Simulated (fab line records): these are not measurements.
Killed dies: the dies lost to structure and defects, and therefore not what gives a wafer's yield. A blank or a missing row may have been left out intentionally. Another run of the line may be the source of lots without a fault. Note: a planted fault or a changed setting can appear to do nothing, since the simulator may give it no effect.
A struck lot beside a sound one | flow sky130 | 23 out of 708 route steps
Sound: these wafers, L709.1, L709.5, L709.6. Wafers struck: L700.1, L700.2, L700.5. The cause comes at the end.
Each step with rows lists, per side, the tool, then ch with its chambers, then its first start. Under that, the readings that differ: sound wafers | struck wafers | difference of the means | sigmas: that difference in standard deviations of wafers without a fault.
alike: readings with means less than 2 such deviations apart, plus words and numbers identical on both sides. not compared: withheld readings, readings lacking a value on some wafer, bounds such as >300 that could conceal the same value, and numbers that have no deviation in the record and whose values overlap.
The two part at a step that has a row with sigmas, a row that says differs or no value, or rows on one side only. When numbers do not overlap yet have no deviation, they are printed without sigmas and do not part them. Lack of a reading on every wafer of one side parts them only where that side has two or more wafers.

first, 8 steps without rows for these wafers: SKY_RES_XHIGH_DEHYDRATE_00 (time 60 s); SKY_RES_XHIGH_HMDS_01 (prime time 60 s); SKY_RES_XHIGH_COAT_02 (resist thk 1140 nm); SKY_RES_XHIGH_SOFTBAKE_03 (time 60 s); SKY_RES_XHIGH_EXPOSE_04 (exposes mask URPM, target cd 1270 nm); SKY_RES_XHIGH_PEB_05; SKY_RES_XHIGH_DEVELOP_06 (develop time 60 s); SKY_RES_XHIGH_IMPLANT_07.
SKY_RES_XHIGH_STRIP_08: strips in O2/N2.
  sound on plasma-asher-02 ch 0,1, day 33 00:58; struck on plasma-asher-04 ch 0,1, day 30 05:04
  alike: drypump-motor-current-A, oes-product-au, strip-time-to-endpoint-s
  not compared: rf-hours-counter-h
SKY_RES_XHIGH_TW_MEAS_09:
  sound on film-metro-01 at day 33 01:04; struck on film-metro-04 at day 30 05:10
  alike: RES_XHIGH_TW
then, 2 steps without rows for these wafers: SKY_SD_N_DEHYDRATE_00 (time 60 s); SKY_SD_N_HMDS_01 (prime time 60 s).
SKY_SD_N_COAT_02: resist thk 1140 nm.
  sound on litho-track-02 ch 0, day 33 13:40; struck on litho-track-04 ch 0, day 30 18:49
  reading                                   | sound          | struck            | difference | sigmas
  model.NOVOLAK_of_SD_N_COAT_02.thk-nm (nm) | 1141 1136 1144 | 553.5 553.5 554.5 | -586.5     |
then, 3 steps without rows for these wafers: SKY_SD_N_SOFTBAKE_03 (time 60 s); SKY_SD_N_EXPOSE_04 (exposes mask NSDM, target cd 380 nm); SKY_SD_N_PEB_05.
SKY_SD_N_DEVELOP_06: develop time 60 s.
  sound on litho-track-03 ch 0, day 34 02:46; struck on litho-track-02 ch 0, day 31 08:25
  reading                                   | sound          | struck            | difference | sigmas
  model.NOVOLAK_of_SD_N_COAT_02.thk-nm (nm) | 1141 1136 1143 | 553.1 553.1 554.1 | -586.6     |
SKY_SD_N_CD_MEAS_07: the cd target is 380 nm.
  sound on cd-sem-02 at day 34 02:55; struck on cd-sem-02 at day 31 08:34
  reading    | sound             | struck            | difference | sigmas
  cd-nm (nm) | 377.8 379.3 377.9 | 457.6 459.1 454.5 | +78.7      | +31
SKY_SD_N_OVL_MEAS_08:
  sound on overlay-02 at day 34 03:02; struck on overlay-01 at day 31 08:41
  alike: SD_N_OVL
then, 2 steps without rows for these wafers: SKY_SD_N_IMPLANT_09; SKY_SD_N_IMPLANT_10.
SKY_SD_N_STRIP_11: strips in O2/N2.
  sound on plasma-asher-04 ch 0,1, day 34 03:23; struck on plasma-asher-04 ch 0,1, day 31 09:01
  reading                      | sound             | struck            | difference | sigmas
  oes-product-au (a.u.)        | 0.527 0.530 0.524 | 0.448 0.441 0.444 | -0.083     | -21
  strip-time-to-endpoint-s (s) | 22.57 22.53 22.59 | 15.87 15.87 15.85 | -6.70      | -99 or more
  alike: drypump-motor-current-A
  not compared: rf-hours-counter-h
SKY_SD_N_TW_MEAS_12:
  sound on film-metro-02 at day 34 03:29; struck on film-metro-01 at day 31 09:07
  alike: SD_N_TW

WHERE THEY PART
Earliest at SKY_SD_N_CD_MEAS_07; latest, in this record, at SKY_SD_N_STRIP_11. Later steps at which nothing parts them and some readings are alike: SKY_SD_N_TW_MEAS_12.

WHY: whatever the simulator had introduced
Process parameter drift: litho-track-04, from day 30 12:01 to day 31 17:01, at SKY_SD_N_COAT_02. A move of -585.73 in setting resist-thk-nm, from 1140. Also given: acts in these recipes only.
